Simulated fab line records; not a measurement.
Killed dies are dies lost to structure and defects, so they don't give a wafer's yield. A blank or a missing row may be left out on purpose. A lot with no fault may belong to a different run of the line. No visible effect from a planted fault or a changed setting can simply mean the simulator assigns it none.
fab line records	flow sky130
record: lots: 6	wafers: 18	last-day: 50
route steps=708 shown VIA4@651 METAL5@661 PAD_OPEN@708
lots with no fault: from the same line, run without faults
start-h: hours from the record's opening day to when the first of the lot's shown wafers began	wait-h: hours from the lot's prior step to this one	" the same as in the row above	L1.1+2: a single row standing in for several wafers	- no value present, or no start provided	* or withheld: withheld	< > ~ a bound
route shown NAME@n: a module of which the file shows steps, and the number in the route of the first	usual: mean/standard deviation of fault-free wafers	same: alike in all rows	chamber/n: place in a boat	sites: each site's reading	_std_site: the values' standard deviation	_edge_site: mean of outer sites minus mean of inner sites	radius-mm: for every site, how far away it sits from the centre of the wafer	mask NAME#n: copy n	behind: the last tool/chamber to shape the wafer	hold: reason for holding the lot/hours on hold/outcome of the hold	device: transistor that didn't switch, given as n, p or np	end of line: at the end of the route, the tests of the same wafers	a step with no rows: only its recipe	killed: count of dies lost to structure and defects at first sort (not the wafer's yield)	map: the dies of a wafer, with x for killed, . for not killed, _ for no die there
set.NAME: the run value of the setting; set.NAME@STEP: its run value at that earlier step	model.NAME: the simulator's own value behind a step, which no gauge read
lots seen at some steps along the route; tables by step, rows by wafer
services: a tool's chamber out of use, with start hour (start-h, from the record's first day; less than 0 if before it), hours out, and reason
== steps ==
step: SKY_VIA4_ETCH_12
recipe: target: SiO2	chemistry: C4F8/O2/Ar	stop-on: TiN	mask-material: NOVOLAK	source-w: 1500	bias-w: 1200	pressure-mtorr: 40	c4f8-flow-sccm: withheld	O2_flow_sccm: 6	Ar_flow_sccm: 300	time-s: withheld	target-depth-a: 5800
step: SKY_VIA4_STRIP_13
recipe: chemistry: O2/N2	power-w: 1400	pressure-mtorr: 1500	platen-temp-c: withheld	o2-flow-sccm: 3000	n2-flow-sccm: 300	overash-fraction: 0.5
usual: drypump-motor-current-A: 5.5/0.37	oes-product-au: 0.709/0.0053	strip-time-to-endpoint-s: 12.799/0.026
same: overash-fraction: 0.5
lot.wafer	tool	chamber	start-h	wait-h	drypump-motor-current-A	oes-product-au	rf-hours-counter-h	strip-time-to-endpoint-s
L860.1	plasma-asher-01	0	995.09	-	5.3	0.703	24	12.814
L860.3	"	0	"	"	5.3	0.705	-	12.800
L860.6	"	0	"	"	5.3	0.708	-	12.775
L866.1	plasma-asher-01	0	1074.75	-	5.2	0.711	33	12.816
L866.4	"	0	"	"	5.3	0.718	-	12.787
L866.6	"	1	"	"	5.5	0.713	-	12.796
L869.2	plasma-asher-04	0	1075.59	-	5.9	0.708	96	12.852
L869.5	"	1	"	"	5.7	0.716	-	12.790
L869.6	"	0	"	"	5.9	0.706	-	12.765
L877.1	plasma-asher-04	0	1124.04	-	5.8	0.716	100	12.793
L877.5	"	1	"	"	5.7	0.718	-	12.775
L877.6	"	0	"	"	5.8	0.702	-	12.830
L880.1	plasma-asher-01	1	1142.35	-	5.5	0.711	39	12.808
L880.2	"	0	"	"	5.2	0.714	39	12.849
L880.6	"	1	"	"	5.5	0.703	-	12.776
L882.2	plasma-asher-01	1	1146.00	-	5.5	0.705	39	12.777
L882.4	"	0	"	"	5.3	0.714	-	12.796
L882.5	"	0	"	"	5.2	0.712	-	12.805
step: SKY_VIA4_STRIP_14
recipe: chemistry: post-etch-residue-remover	time-s: 1200	temp-c: 72.5
step: SKY_VIA4_CLEAN_15
recipe: chemistry: IPA	time-s: 180	temp-c: 25
step: SKY_VIA4_CLEAN_16
recipe: chemistry: O3/DIW	dry: n2-spin
step: SKY_VIA4_SPUTTER_17
recipe: material: TiN	target-thk-nm: 20	chamber-pressure-pa: 5	power-w: 4000	time-s: 80
step: SKY_VIA4_CVD_18
recipe: material: W	target-thk-nm: 505	time-s: 152.14	temp-c: 400	pressure-torr: 40
step: SKY_VIA4_RS_MEAS_19
recipe: thk-meas-gauge: four-point-probe	reads: W_of_VIA4_CVD_18+TiN_of_VIA4_SPUTTER_17
usual: VIA4_W_RS: 0.2252/0.0019
lot.wafer	tool	chamber	start-h	wait-h	VIA4_W_RS[ohm/sq]
L860.1	film-metro-03	-	995.90	0.1	0.2252
L860.3	"	-	"	"	0.2234
L860.6	"	-	"	"	0.2249
L866.1	film-metro-03	-	1076.01	0.1	0.2252
L866.4	"	-	"	"	0.2227
L866.6	"	-	"	"	0.2246
L869.2	film-metro-02	-	1077.21	0.1	0.2268
L869.5	"	-	"	"	0.2271
L869.6	"	-	"	"	0.2259
L877.1	film-metro-04	-	1124.89	0.1	0.2255
L877.5	"	-	"	"	0.2251
L877.6	"	-	"	"	0.2241
L880.1	film-metro-03	-	1143.26	0.1	0.2251
L880.2	"	-	"	"	0.2252
L880.6	"	-	"	"	0.2256
L882.2	film-metro-02	-	1147.43	0.1	0.2284
L882.4	"	-	"	"	0.2252
L882.5	"	-	"	"	0.2277
step: SKY_VIA4_THK_MEAS_20
recipe: thk-meas-gauge: xrf	reads: W_of_VIA4_CVD_18
usual: VIA4_W_THK: 501/5
lot.wafer	tool	chamber	start-h	wait-h	VIA4_W_THK[nm]
L860.1	film-metro-03	-	996.02	0.1	502
L860.3	"	-	"	"	502
L860.6	"	-	"	"	501
L866.1	film-metro-03	-	1076.13	0.1	500
L866.4	"	-	"	"	507
L866.6	"	-	"	"	499
L869.2	film-metro-02	-	1077.32	0.1	494
L869.5	"	-	"	"	497
L869.6	"	-	"	"	496
L877.1	film-metro-04	-	1125.01	0.1	505
L877.5	"	-	"	"	505
L877.6	"	-	"	"	510
L880.1	film-metro-03	-	1143.38	0.1	498
L880.2	"	-	"	"	497
L880.6	"	-	"	"	499
L882.2	film-metro-02	-	1147.54	0.1	493
L882.4	"	-	"	"	501
L882.5	"	-	"	"	493
step: SKY_VIA4_CMP_21
recipe: stop-on: SiO2	t-overpolish-s: 25	down-force-psi: 3.5	platen-rpm: 60	target-thk-nm: 0	pad-velocity-m-s: 0.94248
usual: edge-zone-pressure-frac: 1.000/0.0054	motor-current-A: 10.9/1.3	overpolish-run-s: 25.000/0.0077	time-to-endpoint-s: 123/6.2
lot.wafer	tool	chamber	start-h	wait-h	edge-zone-pressure-frac	motor-current-A	overpolish-run-s	time-to-endpoint-s
L860.3	cmp-01	0	996.08	0.0	1.008	9.9	25.006	121
L860.1	"	1	"	"	1.003	10.2	24.997	118
L860.6	"	1	"	"	0.995	9.6	24.989	121
L866.1	cmp-02	2	1076.19	0.1	1.005	10.4	25.001	133
L866.4	"	3	"	"	0.994	12.0	24.992	132
L866.6	"	2	"	"	1.011	10.4	25.001	135
L869.2	cmp-02	3	1077.63	0.3	0.991	12.1	24.989	131
L869.5	"	1	"	"	0.990	10.0	25.007	116
L869.6	"	2	"	"	1.003	10.8	25.002	130
L877.1	cmp-01	2	1125.94	0.9	1.000	13.6	24.993	116
L877.5	"	0	"	"	1.008	10.0	24.986	116
L877.6	"	1	"	"	0.996	10.5	25.010	115
L880.1	cmp-02	2	1143.44	0.1	1.005	10.2	25.011	126
L880.2	"	0	"	"	1.006	10.2	25.015	115
L880.6	"	2	"	"	1.001	10.5	25.005	128
L882.2	cmp-02	0	1147.64	0.1	1.000	10.4	25.010	114
L882.4	"	2	"	"	0.997	10.5	25.013	127
L882.5	"	0	"	"	1.006	10.2	24.995	114
step: SKY_METAL5_SPUTTER_00
recipe: material: Ti	target-thk-nm: 15	power-w: 3000	time-s: 10.36	chamber-pressure-pa: 0.4
step: SKY_METAL5_SPUTTER_01
recipe: material: TiN	target-thk-nm: 20	power-w: 6500	time-s: 16.7	chamber-pressure-pa: 0.4
usual: throttle-valve-pct: 29.7/0.81
same: time-s: 16.7
lot.wafer	tool	chamber	start-h	wait-h	throttle-valve-pct
L860.1	pvd-sputter-03	-	996.41	0.0	29.8
L860.3	"	-	"	"	29.5
L860.6	"	-	"	"	29.7
L866.1	pvd-sputter-03	-	1076.52	0.0	30.0
L866.4	"	-	"	"	29.5
L866.6	"	-	"	"	29.4
L869.2	pvd-sputter-03	-	1077.85	0.0	29.4
L869.5	"	-	"	"	30.7
L869.6	"	-	"	"	29.5
L877.1	pvd-sputter-02	-	1126.16	0.0	29.6
L877.5	"	-	"	"	31.1
L877.6	"	-	"	"	30.0
L880.1	pvd-sputter-03	-	1143.76	0.0	29.9
L880.2	"	-	"	"	29.2
L880.6	"	-	"	"	29.5
L882.2	pvd-sputter-01	-	1147.92	0.0	31.1
L882.4	"	-	"	"	28.0
L882.5	"	-	"	"	28.3
step: SKY_METAL5_SPUTTER_02
recipe: material: AlCu	target-thk-nm: 1150	power-w: 10600	time-s: 61.2	chamber-pressure-pa: 0.4
usual: throttle-valve-pct: 29.7/0.79
lot.wafer	tool	chamber	start-h	wait-h	throttle-valve-pct	model.AlCu_of_METAL5_SPUTTER_02.thk-nm
L860.1	pvd-sputter-03	-	996.43	0.0	29.5	1147
L860.3	"	-	"	"	29.6	1173
L860.6	"	-	"	"	29.6	1174
L866.1	pvd-sputter-03	-	1076.54	0.0	30.0	1414
L866.4	"	-	"	"	29.2	1404
L866.6	"	-	"	"	29.4	1413
L869.2	pvd-sputter-03	-	1077.88	0.0	29.5	1435
L869.5	"	-	"	"	30.6	1444
L869.6	"	-	"	"	29.3	1438
L877.1	pvd-sputter-02	-	1126.19	0.0	29.7	1143
L877.5	"	-	"	"	31.0	1143
L877.6	"	-	"	"	29.9	1147
L880.1	pvd-sputter-03	-	1143.78	0.0	29.9	1134
L880.2	"	-	"	"	29.3	1134
L880.6	"	-	"	"	29.2	1138
L882.2	pvd-sputter-01	-	1147.94	0.0	31.0	1161
L882.4	"	-	"	"	28.3	1163
L882.5	"	-	"	"	28.0	1156
step: SKY_METAL5_SPUTTER_03
recipe: material: Ti	target-thk-nm: 5	power-w: 3000	time-s: 3.3	chamber-pressure-pa: 0.4
usual: throttle-valve-pct: 29.7/0.85
same: time-s: 3.3
lot.wafer	tool	chamber	start-h	wait-h	throttle-valve-pct
L860.1	pvd-sputter-03	-	996.48	0.0	29.3
L860.3	"	-	"	"	29.6
L860.6	"	-	"	"	29.5
L866.1	pvd-sputter-03	-	1076.59	0.0	29.9
L866.4	"	-	"	"	29.2
L866.6	"	-	"	"	29.4
L869.2	pvd-sputter-03	-	1077.93	0.0	29.4
L869.5	"	-	"	"	30.8
L869.6	"	-	"	"	29.5
L877.1	pvd-sputter-02	-	1126.24	0.0	29.9
L877.5	"	-	"	"	30.9
L877.6	"	-	"	"	29.9
L880.1	pvd-sputter-03	-	1143.83	0.0	30.1
L880.2	"	-	"	"	29.5
L880.6	"	-	"	"	29.3
L882.2	pvd-sputter-01	-	1147.99	0.0	30.9
L882.4	"	-	"	"	28.2
L882.5	"	-	"	"	28.1
step: SKY_METAL5_SPUTTER_04
recipe: material: TiN	target-thk-nm: 70	power-w: 6500	time-s: 58.3	chamber-pressure-pa: 0.4
usual: throttle-valve-pct: 29.8/0.82
same: time-s: 58.3
lot.wafer	tool	chamber	start-h	wait-h	throttle-valve-pct
L860.1	pvd-sputter-03	-	996.50	0.0	29.2
L860.3	"	-	"	"	29.7
L860.6	"	-	"	"	29.6
L866.1	pvd-sputter-03	-	1076.61	0.0	30.1
L866.4	"	-	"	"	29.4
L866.6	"	-	"	"	29.2
L869.2	pvd-sputter-03	-	1077.95	0.0	29.3
L869.5	"	-	"	"	30.4
L869.6	"	-	"	"	29.1
L877.1	pvd-sputter-02	-	1126.26	0.0	29.9
L877.5	"	-	"	"	31.0
L877.6	"	-	"	"	29.9
L880.1	pvd-sputter-03	-	1143.85	0.0	29.6
L880.2	"	-	"	"	29.4
L880.6	"	-	"	"	29.2
L882.2	pvd-sputter-01	-	1148.01	0.0	30.7
L882.4	"	-	"	"	28.2
L882.5	"	-	"	"	28.1
step: SKY_METAL5_RS_MEAS_05
recipe: thk-meas-gauge: four-point-probe	reads: TiN_of_METAL5_SPUTTER_04+Ti_of_METAL5_SPUTTER_03+AlCu_of_METAL5_SPUTTER_02+TiN_of_METAL5_SPUTTER_01+Ti_of_METAL5_SPUTTER_00
usual: METAL5_ALCU_RS: 0.0270/0.00033
lot.wafer	tool	chamber	start-h	wait-h	METAL5_ALCU_RS[ohm/sq]
L860.1	film-metro-03	-	996.55	0.0	0.0271
L860.3	"	-	"	"	0.0265
L860.6	"	-	"	"	0.0265
L866.1	film-metro-04	-	1076.66	0.0	0.0220
L866.4	"	-	"	"	0.0222
L866.6	"	-	"	"	0.0220
L869.2	film-metro-01	-	1078.02	0.0	0.0217
L869.5	"	-	"	"	0.0215
L869.6	"	-	"	"	0.0216
L877.1	film-metro-04	-	1126.30	0.0	0.0273
L877.5	"	-	"	"	0.0273
L877.6	"	-	"	"	0.0272
L880.1	film-metro-04	-	1143.90	0.0	0.0274
L880.2	"	-	"	"	0.0275
L880.6	"	-	"	"	0.0273
L882.2	film-metro-01	-	1148.08	0.0	0.0268
L882.4	"	-	"	"	0.0267
L882.5	"	-	"	"	0.0269
step: SKY_METAL5_THK_MEAS_06
recipe: thk-meas-gauge: xrf	reads: AlCu_of_METAL5_SPUTTER_02
usual: METAL5_ALCU_THK: 1147/15
lot.wafer	tool	chamber	start-h	wait-h	METAL5_ALCU_THK[nm]
L860.1	film-metro-03	-	996.67	0.1	1147
L860.3	"	-	"	"	1163
L860.6	"	-	"	"	1164
L866.1	film-metro-04	-	1076.78	0.1	1405
L866.4	"	-	"	"	1396
L866.6	"	-	"	"	1402
L869.2	film-metro-01	-	1078.13	0.1	1436
L869.5	"	-	"	"	1429
L869.6	"	-	"	"	1438
L877.1	film-metro-04	-	1126.42	0.1	1137
L877.5	"	-	"	"	1131
L877.6	"	-	"	"	1138
L880.1	film-metro-04	-	1144.02	0.1	1134
L880.2	"	-	"	"	1128
L880.6	"	-	"	"	1139
L882.2	film-metro-01	-	1148.19	0.1	1158
L882.4	"	-	"	"	1158
L882.5	"	-	"	"	1156
step: SKY_METAL5_DEHYDRATE_07
recipe: temp-c: 200	time-s: 60
step: SKY_METAL5_HMDS_08
recipe: prime-time-s: 60	prime-temp-c: 120
step: SKY_METAL5_COAT_09
recipe: resist: NOVOLAK	spin-rpm: 3000	resist-thk-nm: 1800
step: SKY_METAL5_SOFTBAKE_10
recipe: temp-c: 90	time-s: 60	resist: NOVOLAK
step: SKY_METAL5_EXPOSE_11
recipe: mask-id: MM5	na: 0.6	source-shape: conventional	sigma-outer: 0.6	polarization: unpolarized	target-cd-nm: 1600	dose-mj: 186.4
step: SKY_METAL5_PEB_12
recipe: temp-c: withheld	time-s: *	resist: NOVOLAK
step: SKY_METAL5_DEVELOP_13
recipe: resist: NOVOLAK	developer: TMAH	develop-time-s: 60	dev-temp-c: 23
step: SKY_METAL5_DESCUM_14
recipe: chemistry: O2	source-power-w: 150	bias-power-w: 0	pressure-mtorr: 10	temp-c: 40	time-s: 11
step: SKY_METAL5_METAL_ETCH_15
recipe: target-depth-a: 12600	stop-on: SiO2	over-etch-frac: 0.2	time-s: 252	chemistry: Cl2/BCl3	resist-sidewall-deg: 86	pressure-mtorr: 10	icp-w: 900	bias-w: 48.5	Cl2_flow_sccm: 60	bcl3-flow-sccm: 30
usual: drypump-motor-current-A: 5.9/0.47	oes-product-au: 0.894/0.0053	throttle-valve-pct: 22.263/0.009
same: time-s: 252
lot.wafer	tool	chamber	start-h	wait-h	drypump-motor-current-A	oes-product-au	rf-hours-counter-h	throttle-valve-pct
L860.1	rie-metal-02	1	1017.99	0.0	6.2	0.885	6	22.271
L860.3	"	0	"	"	5.5	0.902	-	22.254
L860.6	"	1	"	"	6.2	0.890	-	22.261
L866.1	rie-metal-02	1	1095.98	0.0	6.2	0.982	12	22.262
L866.4	"	1	"	"	6.2	0.983	-	22.272
L866.6	"	0	"	"	5.5	0.986	-	22.259
L869.2	rie-metal-01	0	1098.18	0.0	4.9	0.993	25	22.267
L869.5	"	0	"	"	4.9	0.986	-	22.251
L869.6	"	1	"	"	5.8	0.990	-	22.251
L877.1	rie-metal-03	0	1145.63	0.0	6.5	0.895	19	22.244
L877.5	"	1	"	"	6.0	0.885	-	22.264
L877.6	"	0	"	"	6.4	0.891	-	22.266
L880.1	rie-metal-02	0	1161.58	0.0	5.5	0.886	24	22.227
L880.2	"	1	"	"	6.2	0.902	17	22.247
L880.6	"	0	"	"	5.5	0.901	-	22.273
L882.2	rie-metal-02	0	1165.78	0.0	5.5	0.890	25	22.276
L882.4	"	1	"	"	6.2	0.896	-	22.277
L882.5	"	1	"	"	6.2	0.890	-	22.269
step: SKY_METAL5_STRIP_16
recipe: chemistry: O2/N2	power-w: 1400	pressure-mtorr: 1500	platen-temp-c: withheld	o2-flow-sccm: 3000	n2-flow-sccm: 300	overash-fraction: 0.5
step: SKY_PAD_OPEN_PROBE_99
lot.wafer	tool	chamber	start-h	wait-h	model.etest.met5-comb.leak-log10-a-um	model.etest.met5.rs-ohm-sq	model.etest.met5.line-ohm-um
L860.1	prober-01	-	1064.21	0.1	-11.72	0.02725	0.01697
L860.3	prober-01	-	1064.31	0.2	-11.93	0.02666	0.01666
L860.6	prober-01	-	1064.46	0.2	-12.28	0.02657	0.01662
L866.1	prober-01	-	1140.94	0.1	-7.385	0.02202	0.01367
L866.4	prober-01	-	1141.09	0.2	-8.429	0.02224	0.0138
L866.6	prober-01	-	1141.19	0.2	-8.879	0.02211	0.01385
L877.1	prober-01	-	1183.16	0.1	-12.12	0.02741	0.01708
L877.5	prober-01	-	1183.36	0.2	-12.09	0.02731	0.01703
L877.6	prober-01	-	1183.41	0.2	-11.98	0.02716	0.01695
L880.1	prober-02	-	1198.12	0.1	-11.97	0.02745	0.01716
L880.2	prober-02	-	1198.17	0.1	-11.93	0.02718	0.01691
L880.6	prober-02	-	1198.37	0.2	-12.05	0.02717	0.017
L882.2	prober-02	-	1202.06	0.1	-11.85	0.02687	0.01684
L882.4	prober-02	-	1202.16	0.2	-12.08	0.02687	0.01671
L882.5	prober-02	-	1202.21	0.2	-12.11	0.02706	0.01674
killed by level:class
L860.1 VIA1:geometric-particle:open=12 METAL2:geometric-particle:short=9 CONTACT:geometric-particle:open=8 FIELD_ISO:geometric-particle:short=5 LI_CONTACT:geometric-particle:open=5 LOCAL_INTERCONNECT:geometric-particle:short=5 VIA1:geometric-particle:short=5 VIA3:geometric-particle:short=5
L860.3 CONTACT:geometric-particle:open=12 VIA2:geometric-particle:open=8 METAL1:geometric-particle:short=7 VIA1:geometric-particle:short=7 LI_CONTACT:geometric-particle:open=6 VIA1:geometric-particle:open=6 METAL3:geometric-particle:short=6 METAL2:geometric-particle:short=5
L860.6 CONTACT:geometric-particle:open=12 VIA1:geometric-particle:open=7 VIA2:geometric-particle:open=6 METAL1:geometric-particle:short=5 VIA3:geometric-particle:open=5 FIELD_ISO:geometric-particle:short=3 FIELD_ISO:geometric-particle:open=3 VIA3:geometric-particle:short=3
L877.1 VIA1:geometric-particle:open=9 CONTACT:geometric-particle:short=7 VIA2:geometric-particle:open=6 FIELD_ISO:geometric-particle:short=5 CONTACT:geometric-particle:open=5 FIELD_ISO:geometric-particle:open=4 LOCAL_INTERCONNECT:geometric-particle:short=4 METAL3:geometric-particle:short=4
L877.5 VIA1:geometric-particle:open=16 LI_CONTACT:geometric-particle:open=5 VIA2:geometric-particle:open=5 CONTACT:geometric-particle:open=4 METAL1:geometric-particle:short=4 VIA1:geometric-particle:short=4 METAL3:geometric-particle:short=4 VIA3:geometric-particle:open=4
L877.6 VIA1:geometric-particle:open=15 METAL1:geometric-particle:short=8 VIA1:geometric-particle:short=7 LOCAL_INTERCONNECT:geometric-particle:short=6 VIA2:geometric-particle:open=6 FIELD_ISO:geometric-particle:short=5 METAL2:geometric-particle:short=4 POLY_GATE:geometric-particle:open=3
L880.1 VIA1:geometric-particle:open=15 FIELD_ISO:geometric-particle:short=8 LI_CONTACT:geometric-particle:open=8 CONTACT:geometric-particle:open=7 CONTACT:geometric-particle:short=6 VIA3:geometric-particle:open=6 FIELD_ISO:geometric-particle:open=4 METAL1:geometric-particle:short=4
L880.2 VIA1:geometric-particle:open=11 METAL1:geometric-particle:short=9 CONTACT:geometric-particle:open=8 LI_CONTACT:geometric-particle:open=6 CONTACT:geometric-particle:short=6 VIA3:geometric-particle:open=6 FIELD_ISO:geometric-particle:short=5 POLY_GATE:geometric-particle:short=5
L880.6 CONTACT:geometric-particle:open=9 VIA1:geometric-particle:open=9 FIELD_ISO:geometric-particle:open=7 POLY_GATE:geometric-particle:open=7 VIA3:geometric-particle:open=6 FIELD_ISO:geometric-particle:short=5 LI_CONTACT:geometric-particle:open=4 METAL1:geometric-particle:short=4
L882.2 VIA3:geometric-particle:open=9 METAL1:geometric-particle:short=8 CONTACT:geometric-particle:open=8 VIA1:geometric-particle:open=6 VIA1:geometric-particle:short=5 SPACER:geometric-particle:open=4 LI_CONTACT:geometric-particle:short=4 METAL2:geometric-particle:short=4
L882.4 CONTACT:geometric-particle:open=13 METAL1:geometric-particle:short=9 VIA1:geometric-particle:open=9 METAL2:geometric-particle:short=8 LI_CONTACT:geometric-particle:open=7 VIA2:geometric-particle:open=6 VIA3:geometric-particle:open=6 FIELD_ISO:geometric-particle:open=4
L882.5 VIA3:geometric-particle:open=13 VIA1:geometric-particle:open=9 METAL2:geometric-particle:short=9 LI_CONTACT:geometric-particle:open=8 CONTACT:geometric-particle:open=8 LOCAL_INTERCONNECT:geometric-particle:short=5 VIA2:geometric-particle:open=5 POLY_GATE:geometric-particle:short=4
== services ==
tool	chamber	start-h	hours	kind
pvd-sputter-01	-	978.72	24.4	repair
rie-metal-01	-	1003.60	1.4	pm
pvd-sputter-01	3	1004.16	-	consumable-replace:kit
pvd-sputter-01	3	1004.16	18.0	scheduled-down
pvd-sputter-01	3	1004.16	18.0	vent-cycle
cmp-01	-	1016.77	4.9	pm
rie-metal-03	0	1019.29	14.3	repair
cmp-02	-	1038.51	10.4	pm
rie-metal-03	1	1039.80	2.1	repair
rie-metal-02	0	1046.01	8.6	repair
cmp-02	-	1049.64	1.3	repair
cmp-01	-	1072.86	1.1	repair
rie-metal-03	0	1079.82	9.5	repair
cmp-01	-	1084.62	4.0	pm
cmp-02	-	1090.79	0.9	repair
rie-metal-02	0	1108.31	2.3	repair
cmp-01	-	1114.51	1.9	repair
cmp-02	-	1121.22	4.3	pm
plasma-asher-04	-	1142.10	2.8	pm
cmp-02	-	1151.76	0.5	repair
pvd-sputter-03	3	1152.22	-	consumable-replace:kit
pvd-sputter-03	3	1152.22	18.0	scheduled-down
pvd-sputter-03	3	1152.22	18.0	vent-cycle
pvd-sputter-02	-	1154.77	9.4	repair
== key ==
first-sign: step: SKY_METAL5_RS_MEAS_05	reading: METAL5_ALCU_RS	direction: down	sigmas: 15	usual: 0.0270	struck: 0.0218
effect: step: SKY_METAL5_THK_MEAS_06	reading: METAL5_ALCU_THK	direction: up	sigmas: 18	usual: 1147	struck: 1418
effect: step: SKY_METAL5_METAL_ETCH_15	reading: oes-product-au	direction: up	sigmas: 18	usual: 0.894	struck: 0.987
model-effect: step: SKY_METAL5_SPUTTER_02	value: AlCu_of_METAL5_SPUTTER_02.thk-nm	without: 1146	struck: 1425
model-effect: step: SKY_PAD_OPEN_PROBE_99	value: etest.met5-comb.leak-log10-a-um	without: -11.99	struck: -8.231
met-at SKY_METAL5_SPUTTER_02
struck-wafers L866.1,L866.4,L866.6,L869.2,L869.5,L869.6
sort-left-out L866.1,L866.4,L866.6,L869.2,L869.5,L869.6
onset-between 996.43 1076.54
fault: kind: process-parameter-drift	tool: pvd-sputter-03	chamber: -	onset-h: 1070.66	steps: SKY_METAL5_SPUTTER_02	channel: target-thk-nm	offset: 278.73	shape: step	end-h: 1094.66	acts-in: these-recipes-only	stated: 1150
sort-left-out: the simulated sort isn't trusted on such a fault, so these wafers' sort isn't shown, and their yield isn't known
